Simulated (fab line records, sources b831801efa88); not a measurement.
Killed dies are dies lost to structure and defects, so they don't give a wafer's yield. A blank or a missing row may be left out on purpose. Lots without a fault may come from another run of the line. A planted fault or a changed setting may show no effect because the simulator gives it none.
Which tool did it? | flow gf180mcu | 14 lots, 42 wafers sampled, at 5 steps of a route of 602

WHAT THE GAUGES READ, wafer by wafer
GF_VT_IMPLANT_RS_MEAS_46: measures by four-point-probe. Usual: MVSD_RS 456.3 ohm/sq, standard deviation 1.
lot  | measured     | on            | MVSD_RS (ohm/sq)  | flag
L302 | day 7 17:13  | film_metro-03 | 457.7 457.1 456.0 |
L303 | day 8 00:14  | film_metro-01 | 455.0 455.8 455.3 |
L304 | day 8 05:23  | film_metro-04 | 458.0 457.2 457.7 |
L307 | day 9 10:11  | film_metro-04 | 455.9 456.0 456.8 |
L310 | day 9 23:37  | film_metro-04 | 456.0 456.6 456.8 |
L314 | day 11 02:24 | film_metro-04 | 455.2 454.9 454.6 |
L315 | day 11 05:14 | film_metro-01 | 456.4 456.2 454.5 |
L316 | day 11 14:38 | film_metro-01 | 453.9 456.3 456.2 |
L320 | day 12 18:26 | film_metro-04 | 456.9 456.8 456.9 |
L321 | day 13 01:10 | film_metro-01 | 455.6 456.0 456.4 |
L322 | day 13 06:04 | film_metro-03 | 456.6 457.2 457.1 |
L323 | day 13 10:34 | film_metro-04 | 456.3 455.0 457.1 |
L324 | day 13 19:19 | film_metro-04 | 457.3 456.9 456.6 |
L325 | day 14 02:36 | film_metro-01 | 456.4 456.5 457.2 |

GF_POLY_GATE_CD_MEAS_10: target cd 280 nm. Usual: cd_nm 280.3 nm, standard deviation 1.3.
lot  | measured     | on        | cd_nm (nm)        | flag
L302 | day 9 07:52  | cd_sem-02 | 278.9 279.7 280.3 |
L303 | day 9 15:38  | cd_sem-01 | 279.7 279.6 279.3 |
L304 | day 9 20:40  | cd_sem-01 | 280.6 281.1 280.5 |
L307 | day 11 06:50 | cd_sem-02 | 280.5 280.7 280.6 |
L310 | day 11 19:28 | cd_sem-01 | 281.0 280.7 280.3 |
L314 | day 12 21:44 | cd_sem-01 | 280.0 279.8 279.4 |
L315 | day 13 01:11 | cd_sem-01 | 281.2 280.7 280.1 |
L316 | day 13 12:50 | cd_sem-01 | 282.3 282.4 282.3 |
L320 | day 14 16:10 | cd_sem-01 | 278.7 277.5 278.4 |
L321 | day 15 00:07 | cd_sem-02 | 282.4 281.8 282.6 |
L322 | day 15 05:40 | cd_sem-02 | 279.9 279.3 279.4 |
L323 | day 15 10:13 | cd_sem-02 | 281.2 281.1 280.2 |
L324 | day 15 21:56 | cd_sem-02 | 278.9 278.5 277.6 |
L325 | day 16 04:44 | cd_sem-01 | 279.6 280.0 280.1 |

GF_HV_LDD_RS_MEAS_53: measures by four-point-probe. Usual: HV_LDD_RS 417.7 ohm/sq, standard deviation 0.87.
lot  | measured     | on            | HV_LDD_RS (ohm/sq) | flag
L302 | day 12 13:07 | film_metro-03 | 416.9 417.8 415.3  |
L303 | day 12 21:20 | film_metro-04 | 417.9 417.7 417.8  |
L304 | day 13 02:25 | film_metro-03 | 418.2 417.7 417.6  |
L307 | day 14 18:20 | film_metro-04 | 416.5 417.8 415.5  |
L310 | day 15 08:00 | film_metro-03 | - - -              | OFF
L314 | day 16 12:40 | film_metro-01 | - - -              | OFF
L315 | day 16 17:08 | film_metro-01 | 418.1 417.6 418.3  |
L316 | day 17 08:24 | film_metro-03 | 416.8 416.2 417.6  |
L320 | day 18 14:01 | film_metro-04 | 418.1 418.1 418.7  |
L321 | day 19 02:53 | film_metro-01 | 418.8 419.0 418.6  |
L322 | day 19 07:16 | film_metro-03 | 417.8 417.1 417.8  |
L323 | day 19 12:25 | film_metro-03 | 417.7 418.5 417.7  |
L324 | day 19 23:19 | film_metro-01 | 417.3 416.3 416.7  |
L325 | day 20 07:10 | film_metro-01 | 418.0 417.9 418.0  |

WHICH TOOL RAN EACH LOT (tool, then ch and the chambers of the sampled wafers, then the start)
lot  | GF_HV_LDD_IMPLANT_34            | GF_HV_LDD_RTA_52
L302 | implanter-02 ch 0, day 11 17:08 | rtp_anneal-02 ch 0, day 12 13:03
L303 | implanter-03 ch 0, day 12 00:31 | rtp_anneal-01 ch 0, day 12 21:16
L304 | implanter-02 ch 0, day 12 06:09 | rtp_anneal-02 ch 0, day 13 02:19
L307 | implanter-01 ch 0, day 13 20:31 | rtp_anneal-02 ch 0, day 14 18:16
L310 | implanter-01 ch 0, day 14 10:05 | rtp_anneal-02 ch 0, day 15 07:56
L314 | implanter-01 ch 0, day 15 13:47 | rtp_anneal-01 ch 0, day 16 12:35
L315 | implanter-02 ch 0, day 15 17:22 | rtp_anneal-01 ch 0, day 16 17:04
L316 | implanter-03 ch 0, day 16 08:22 | rtp_anneal-01 ch 0, day 17 08:19
L320 | implanter-02 ch 0, day 17 13:32 | rtp_anneal-01 ch 0, day 18 13:57
L321 | implanter-01 ch 0, day 18 02:02 | rtp_anneal-02 ch 0, day 19 02:47
L322 | implanter-03 ch 0, day 18 05:19 | rtp_anneal-02 ch 0, day 19 07:12
L323 | implanter-01 ch 0, day 18 10:58 | rtp_anneal-01 ch 0, day 19 12:20
L324 | implanter-02 ch 0, day 18 21:59 | rtp_anneal-02 ch 0, day 19 23:13
L325 | implanter-02 ch 0, day 19 05:48 | rtp_anneal-01 ch 0, day 20 07:06
- GF_HV_LDD_IMPLANT_34
- GF_HV_LDD_RTA_52: time 10 s.

WHAT THE TOOLS THEMSELVES READ (means of the sampled wafers that have a number; where no wafer has one, the mark that the record gives instead)
GF_HV_LDD_IMPLANT_34. Usual: beam_on_s 10.00 s, standard deviation 0.22.
lot  | tool         | beam_on_s (s) | flag
L302 | implanter-02 | 10.19         |
L303 | implanter-03 | 9.64          |
L304 | implanter-02 | 10.10         |
L307 | implanter-01 | 10.04         |
L310 | implanter-01 | 9.83          |
L314 | implanter-01 | 9.87          |
L315 | implanter-02 | 9.95          |
L316 | implanter-03 | 9.98          |
L320 | implanter-02 | 9.90          |
L321 | implanter-01 | 10.07         |
L322 | implanter-03 | 10.00         |
L323 | implanter-01 | 10.05         |
L324 | implanter-02 | 10.10         |
L325 | implanter-02 | 9.81          |

GF_HV_LDD_RTA_52. Usual: lamp_power_pct 31.7 %, standard deviation 2.9; wafer_temp_C_max 1003.8, standard deviation 0.86.
lot  | tool          | lamp_power_pct (%) | wafer_temp_C_max | flag
L302 | rtp_anneal-02 | 29.0               | 1003.0           |
L303 | rtp_anneal-01 | 34.8               | 1005.1           |
L304 | rtp_anneal-02 | 29.0               | 1002.7           |
L307 | rtp_anneal-02 | 29.0               | 1003.2           |
L310 | rtp_anneal-02 | 29.0               | 1003.9           |
L314 | rtp_anneal-01 | 34.8               | 1004.7           |
L315 | rtp_anneal-01 | 34.9               | 1004.3           |
L316 | rtp_anneal-01 | 34.8               | 1003.9           |
L320 | rtp_anneal-01 | 34.8               | 1004.4           |
L321 | rtp_anneal-02 | 29.0               | 1003.0           |
L322 | rtp_anneal-02 | 29.0               | 1003.5           |
L323 | rtp_anneal-01 | 34.9               | 1005.0           |
L324 | rtp_anneal-02 | 29.0               | 1003.5           |
L325 | rtp_anneal-01 | 34.8               | 1004.2           |

THE ANSWER, worked out from the rows above alone
Rule: a lot is off if the mean of its wafers that have a number lies more than 3 standard deviations from the usual mean. A lot without any number at a reading at which 4 lots or more have one is off too. The other lots that the step has rows for count as sound. The gauges are gone through in route order, then the tools' own readings, and for those a lot's mean is taken as printed above. The first step at which some lot is off is used, and at that step the reading that is off furthest; a lot without a number counts as furthest.
Off: L310, L314, at GF_HV_LDD_RS_MEAS_53 (HV_LDD_RS). Without a number there: L310, L314.
A tool fits if, at a process step before that reading, it ran every lot that is off, and no sound lot after the first of them. The gauges at GF_HV_LDD_RS_MEAS_53 are tried like those tools. None of those tried fits.

WHAT THE SIMULATOR HAD PUT IN
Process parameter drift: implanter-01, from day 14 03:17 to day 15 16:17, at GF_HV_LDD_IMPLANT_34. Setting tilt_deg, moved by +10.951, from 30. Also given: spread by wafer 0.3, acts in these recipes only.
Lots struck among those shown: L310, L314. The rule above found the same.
